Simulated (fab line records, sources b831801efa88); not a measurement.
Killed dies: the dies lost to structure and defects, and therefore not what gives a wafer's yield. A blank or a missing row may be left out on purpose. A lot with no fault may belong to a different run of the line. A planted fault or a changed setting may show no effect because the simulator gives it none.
fab line records	flow gf180mcu
record lots=15	wafers=45	last_day=34
route steps=602 shown V5@557 TOP_METAL@568
lots with no fault: from the same line, run without faults
start_h: hours from the record's opening day to when the first of the lot's shown wafers began	wait_h: time in hours since the lot's previous step	" as in the row above	L1.1+2: a row that stands for several wafers	- no value present, or no start provided	* or withheld: withheld	< > ~ a bound
route shown NAME@n: names a module that has steps shown in the file, with the first one's number in the route	usual: mean/standard deviation of fault-free wafers	same: alike in all rows	chamber/n: place in a boat	sites: readings site by site	_std_site: their standard deviation	_edge_site: outer sites' mean less inner sites'	radius_mm: for every site, how far away it sits from the centre of the wafer	mask NAME#n: copy n	behind: the tool/chamber that last shaped the wafer	hold: the reason the lot was held/the length of the hold in hours/how it ended	device: names the non-switching transistor (n, p or np)	end of line: the tests these same wafers got at the end of their route	a step given without rows: its recipe and nothing more	killed: not the wafer's yield, but the dies lost to structure and defects at the first sort	map: a wafer's dies, x killed, . not, _ none there
set.NAME: the setting as run; set.NAME@STEP: as run at that earlier step	model.NAME: the simulator's own value behind a step, which no gauge read
steps of the route over a sample of lots; a table a step, a row a wafer
services: the hour from which a tool's chamber was out of use, counted from the record's first day as start_h (under 0 if before that day), plus the number of hours and why
## steps
# step GF_V5_ETCH_17
# recipe chemistry=C4F8/O2/Ar	mask_material=KrF	target=SiO2	stop_on=TiN	source_w=1500	bias_w=1200	pressure_mtorr=40	c4f8_flow_sccm=withheld	O2_flow_sccm=6	Ar_flow_sccm=300	time_s=withheld	target_depth_a=8550
# usual oes_product_au=0.859/0.0046
lot.wafer	tool	chamber	start_h	wait_h	oes_product_au
L568.2	rie_diel-04	1	-	-	0.855
L568.3	"	2	"	"	0.863
L568.5	"	3	"	"	0.860
L574.2	rie_diel-04	2	-	-	0.856
L574.4	"	0	"	"	0.866
L574.6	"	0	"	"	0.854
L575.3	rie_diel-04	3	-	-	0.853
L575.4	"	2	"	"	0.862
L575.5	"	0	"	"	0.850
L576.1	rie_diel-03	3	-	-	0.861
L576.4	"	0	"	"	0.858
L576.6	"	0	"	"	0.862
L577.1	rie_diel-04	0	-	-	0.858
L577.2	"	1	"	"	0.856
L577.4	"	3	"	"	0.862
L578.2	rie_diel-03	0	-	-	0.852
L578.3	"	2	"	"	0.856
L578.5	"	0	"	"	0.862
L579.1	rie_diel-04	1	-	-	0.861
L579.2	"	3	"	"	0.869
L579.6	"	1	"	"	0.859
L581.2	rie_diel-04	1	-	-	0.863
L581.3	"	3	"	"	0.861
L581.5	"	2	"	"	0.859
L583.3	rie_diel-03	3	-	-	0.853
L583.4	"	2	"	"	0.856
L583.5	"	2	"	"	0.859
L584.2	rie_diel-03	3	-	-	0.858
L584.3	"	1	"	"	0.863
L584.6	"	3	"	"	0.863
L585.2	rie_diel-02	2	-	-	0.863
L585.3	"	3	"	"	0.854
L585.5	"	0	"	"	0.853
L587.1	rie_diel-04	0	-	-	0.863
L587.3	"	3	"	"	0.859
L587.5	"	3	"	"	0.859
L588.1	rie_diel-04	0	-	-	0.855
L588.4	"	3	"	"	0.860
L588.5	"	0	"	"	0.857
L589.1	rie_diel-03	3	-	-	0.852
L589.3	"	2	"	"	0.853
L589.5	"	1	"	"	0.863
L590.3	rie_diel-03	0	-	-	0.848
L590.5	"	3	"	"	0.864
L590.6	"	0	"	"	0.861
# step GF_V5_CVD_23
# recipe material=W	target_thk_nm=350	time_s=104.9	temp_c=400	pressure_torr=40
# usual heater_power_outer_w=539/81	heater_power_w=888/120
lot.wafer	tool	chamber	start_h	wait_h	heater_power_outer_w	heater_power_w
L568.2	cvd_w-01	1	637.19	0.0	522	880
L568.3	"	1	"	"	537	857
L568.5	"	1	"	"	544	886
L574.2	cvd_w-02	1	688.64	0.0	554	867
L574.4	"	0	"	"	600	1036
L574.6	"	0	"	"	625	1040
L575.3	cvd_w-01	1	694.64	0.1	539	878
L575.4	"	0	"	"	402	687
L575.5	"	0	"	"	417	699
L576.1	cvd_w-02	1	700.52	0.0	551	917
L576.4	"	0	"	"	639	1031
L576.6	"	0	"	"	636	1059
L577.1	cvd_w-01	0	709.77	0.0	398	682
L577.2	"	1	"	"	530	874
L577.4	"	1	"	"	543	895
L578.2	cvd_w-02	1	713.82	0.0	571	884
L578.3	"	1	"	"	542	888
L578.5	"	1	"	"	562	856
L579.1	cvd_w-02	1	723.57	0.0	563	930
L579.2	"	0	"	"	620	1029
L579.6	"	1	"	"	557	918
L581.2	cvd_w-02	1	734.59	0.0	560	904
L581.3	"	1	"	"	575	894
L581.5	"	1	"	"	554	897
L583.3	cvd_w-02	0	745.76	0.1	650	1058
L583.4	"	1	"	"	566	912
L583.5	"	0	"	"	648	1045
L584.2	cvd_w-02	0	752.89	0.0	644	1062
L584.3	"	0	"	"	626	1076
L584.6	"	1	"	"	565	903
L585.2	cvd_w-01	0	760.04	0.2	409	700
L585.3	"	0	"	"	406	674
L585.5	"	0	"	"	403	705
L587.1	cvd_w-01	0	770.31	0.0	415	701
L587.3	"	1	"	"	528	884
L587.5	"	0	"	"	417	699
L588.1	cvd_w-01	1	775.05	0.0	540	883
L588.4	"	1	"	"	533	895
L588.5	"	0	"	"	403	693
L589.1	cvd_w-01	1	782.58	0.0	525	866
L589.3	"	0	"	"	417	690
L589.5	"	1	"	"	549	902
L590.3	cvd_w-01	1	784.35	0.1	542	883
L590.5	"	1	"	"	543	850
L590.6	"	0	"	"	413	701
# step GF_TOP_METAL_SPUTTER_01
# recipe material=TiN	target_thk_nm=30	power_w=6500	time_s=25	chamber_pressure_pa=0.4
# usual cathode_dc_power_W=6500.2/1.1	chamber_pressure_pa=0.4000/0.00077	throttle_valve_pct=30.2/1.1
lot.wafer	tool	chamber	start_h	wait_h	cathode_dc_power_W	chamber_pressure_pa	throttle_valve_pct
L568.2	pvd_sputter-02	-	637.88	0.1	6501.5	0.4003	29.5
L568.3	"	-	"	"	6501.0	0.4014	31.0
L568.5	"	-	"	"	6498.9	0.4000	30.2
L574.2	pvd_sputter-03	-	689.33	0.1	-	-	-
L574.4	"	-	"	"	-	-	-
L574.6	"	-	"	"	-	-	-
L575.3	pvd_sputter-02	-	695.79	0.1	-	-	-
L575.4	"	-	"	"	-	-	-
L575.5	"	-	"	"	-	-	-
L576.1	pvd_sputter-04	-	701.38	0.1	-	-	-
L576.4	"	-	"	"	-	-	-
L576.6	"	-	"	"	-	-	-
L577.1	pvd_sputter-03	-	710.47	0.1	6499.3	0.3991	30.6
L577.2	"	-	"	"	6501.8	0.3995	28.8
L577.4	"	-	"	"	6500.1	0.4001	29.1
L578.2	pvd_sputter-02	-	714.52	0.1	6500.3	0.4016	29.5
L578.3	"	-	"	"	6501.5	0.3989	31.4
L578.5	"	-	"	"	6498.5	0.4009	29.9
L579.1	pvd_sputter-03	-	724.27	0.1	6498.5	0.4009	32.5
L579.2	"	-	"	"	6502.2	0.3993	28.6
L579.6	"	-	"	"	6499.8	0.4010	32.5
L581.2	pvd_sputter-03	-	735.28	0.1	6498.8	0.4005	29.1
L581.3	"	-	"	"	6501.0	0.4005	28.9
L581.5	"	-	"	"	6500.8	0.3988	32.5
L583.3	pvd_sputter-02	-	746.42	0.1	6500.7	0.3996	30.5
L583.4	"	-	"	"	6498.1	0.3998	30.6
L583.5	"	-	"	"	6500.0	0.3997	30.3
L584.2	pvd_sputter-02	-	753.61	0.1	6499.5	0.3998	30.9
L584.3	"	-	"	"	6499.9	0.4009	31.3
L584.6	"	-	"	"	6499.6	0.4000	30.3
L585.2	pvd_sputter-02	-	760.73	0.1	6498.2	0.4007	30.3
L585.3	"	-	"	"	6500.0	0.3987	31.0
L585.5	"	-	"	"	6500.6	0.3999	31.2
L587.1	pvd_sputter-02	-	771.01	0.1	6500.7	0.3991	31.2
L587.3	"	-	"	"	6499.8	0.4000	30.2
L587.5	"	-	"	"	6498.0	0.3996	31.1
L588.1	pvd_sputter-02	-	775.75	0.1	6498.8	0.4010	31.2
L588.4	"	-	"	"	6499.5	0.4006	30.3
L588.5	"	-	"	"	6499.5	0.4003	30.7
L589.1	pvd_sputter-03	-	783.28	0.1	6499.8	0.4010	29.0
L589.3	"	-	"	"	6498.5	0.4005	30.6
L589.5	"	-	"	"	6500.4	0.4000	32.5
L590.3	pvd_sputter-04	-	785.01	0.1	6498.1	0.4005	31.4
L590.5	"	-	"	"	6501.6	0.4002	31.5
L590.6	"	-	"	"	6499.1	0.3993	29.3
# step GF_TOP_METAL_SPUTTER_02
# recipe material=AlCu	target_thk_nm=900	power_w=10600	chamber_pressure_pa=0.3	substrate_temp_c=250	gas=Ar	time_s=47.82
# usual cathode_dc_power_W=10600/2	chamber_pressure_pa=0.2999/0.00064	substrate_temp_c=250.02/0.17	throttle_valve_pct=30.2/1.1
lot.wafer	tool	chamber	start_h	wait_h	cathode_dc_power_W	chamber_pressure_pa	substrate_temp_c	throttle_valve_pct
L568.2	pvd_sputter-02	-	637.91	0.0	10602	0.2994	249.91	29.8
L568.3	"	-	"	"	10598	0.2994	250.12	31.3
L568.5	"	-	"	"	10600	0.2991	250.15	30.2
L574.2	pvd_sputter-03	-	689.36	0.0	10599	0.3004	250.01	30.6
L574.4	"	-	"	"	10597	0.3000	250.31	29.1
L574.6	"	-	"	"	10599	0.2996	250.27	32.6
L575.3	pvd_sputter-02	-	695.82	0.0	10598	0.3003	249.94	29.9
L575.4	"	-	"	"	10603	0.2997	250.24	31.2
L575.5	"	-	"	"	10601	0.2999	249.89	29.6
L576.1	pvd_sputter-04	-	701.41	0.0	10600	0.3007	249.93	29.8
L576.4	"	-	"	"	10601	0.3007	249.92	29.4
L576.6	"	-	"	"	10597	0.3009	250.11	31.3
L577.1	pvd_sputter-03	-	710.50	0.0	10601	0.3006	249.98	30.7
L577.2	"	-	"	"	10600	0.2999	249.69	29.2
L577.4	"	-	"	"	10596	0.2994	249.87	28.9
L578.2	pvd_sputter-02	-	714.55	0.0	10600	0.2983	250.43	30.0
L578.3	"	-	"	"	10600	0.3001	249.79	31.1
L578.5	"	-	"	"	10603	0.2991	250.14	30.0
L579.1	pvd_sputter-03	-	724.30	0.0	10601	0.2987	250.16	32.8
L579.2	"	-	"	"	10598	0.2999	249.92	28.9
L579.6	"	-	"	"	10601	0.2987	250.16	32.7
L581.2	pvd_sputter-03	-	735.31	0.0	10599	0.3004	249.70	28.9
L581.3	"	-	"	"	10601	0.2996	249.99	29.2
L581.5	"	-	"	"	10600	0.3002	250.07	32.6
L583.3	pvd_sputter-02	-	746.45	0.0	10598	0.3004	250.13	30.5
L583.4	"	-	"	"	10601	0.2996	250.08	30.6
L583.5	"	-	"	"	10603	0.3005	250.12	30.0
L584.2	pvd_sputter-02	-	753.64	0.0	10599	0.3007	250.10	30.1
L584.3	"	-	"	"	10600	0.2995	250.17	31.3
L584.6	"	-	"	"	10599	0.2997	249.83	29.9
L585.2	pvd_sputter-02	-	760.76	0.0	10598	0.2987	250.11	30.5
L585.3	"	-	"	"	10598	0.2989	249.77	31.2
L585.5	"	-	"	"	10599	0.3001	249.69	31.0
L587.1	pvd_sputter-02	-	771.04	0.0	10602	0.3002	250.00	31.4
L587.3	"	-	"	"	10600	0.3002	250.31	30.1
L587.5	"	-	"	"	10601	0.3010	250.13	31.2
L588.1	pvd_sputter-02	-	775.78	0.0	10604	0.2996	250.08	31.4
L588.4	"	-	"	"	10604	0.3000	250.13	30.2
L588.5	"	-	"	"	10601	0.3001	249.91	30.5
L589.1	pvd_sputter-03	-	783.32	0.0	10599	0.2998	249.66	29.2
L589.3	"	-	"	"	10598	0.2992	249.79	30.6
L589.5	"	-	"	"	10603	0.2997	250.15	32.7
L590.3	pvd_sputter-04	-	785.04	0.0	10597	0.2992	249.96	31.1
L590.5	"	-	"	"	10601	0.3004	249.98	31.2
L590.6	"	-	"	"	10602	0.2995	250.26	29.4
## services
tool	chamber	start_h	hours	kind
pvd_sputter-04	-	625.69	2.3	repair
rie_diel-03	1	642.44	3.4	repair
rie_diel-03	-	648.87	0.5	repair
rie_diel-02	0	649.50	7.2	repair
rie_diel-02	3	651.55	3.9	repair
cvd_w-01	1	656.23	2.4	repair
rie_diel-03	1	660.25	2.5	repair
rie_diel-04	2	661.75	-	clean
rie_diel-04	2	661.75	20.5	scheduled_down
rie_diel-04	2	661.75	20.5	vent_cycle
cvd_w-01	-	661.78	9.1	repair
pvd_sputter-03	-	662.12	2.0	repair
rie_diel-03	0	662.68	9.8	repair
rie_diel-04	0	671.12	4.3	repair
pvd_sputter-04	-	694.20	6.2	repair
rie_diel-04	0	720.53	6.8	repair
cvd_w-02	-	730.69	1.5	repair
rie_diel-03	0	738.45	1.3	repair
rie_diel-04	1	744.17	4.3	repair
pvd_sputter-02	-	747.07	3.8	repair
pvd_sputter-04	-	758.61	5.5	repair
cvd_w-02	-	759.02	1.3	repair
rie_diel-02	3	760.63	4.9	repair
cvd_w-02	-	771.77	4.9	repair
## key
first_sign step=GF_TOP_METAL_SPUTTER_01	reading=tool_record	direction=missing
effect none on later readings
met_at GF_TOP_METAL_SPUTTER_01
struck_lots L574,L575,L576
later_rows_left_out L574.2,L574.4,L574.6,L575.3,L575.4,L575.5,L576.1,L576.4,L576.6
sort_left_out L574.2,L574.4,L574.6,L575.3,L575.4,L575.5,L576.1,L576.4,L576.6
not_acting_at GF_V5_ETCH_17,GF_V5_CVD_23,GF_TOP_METAL_SPUTTER_02
onset_between 637.88 689.33
fault kind=skipped_step_whole	tool=pvd_sputter-02,pvd_sputter-03,pvd_sputter-04	chamber=-	onset_h=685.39	steps=GF_TOP_METAL_SPUTTER_01	scope=struck_lots_only
# sort_left_out: the simulated sort isn't trusted on such a fault, so these wafers' sort isn't shown, and their yield isn't known
# later_rows_left_out: the simulator's readings of these wafers behind a module that went badly wrong aren't trusted and aren't shown, but for the sort
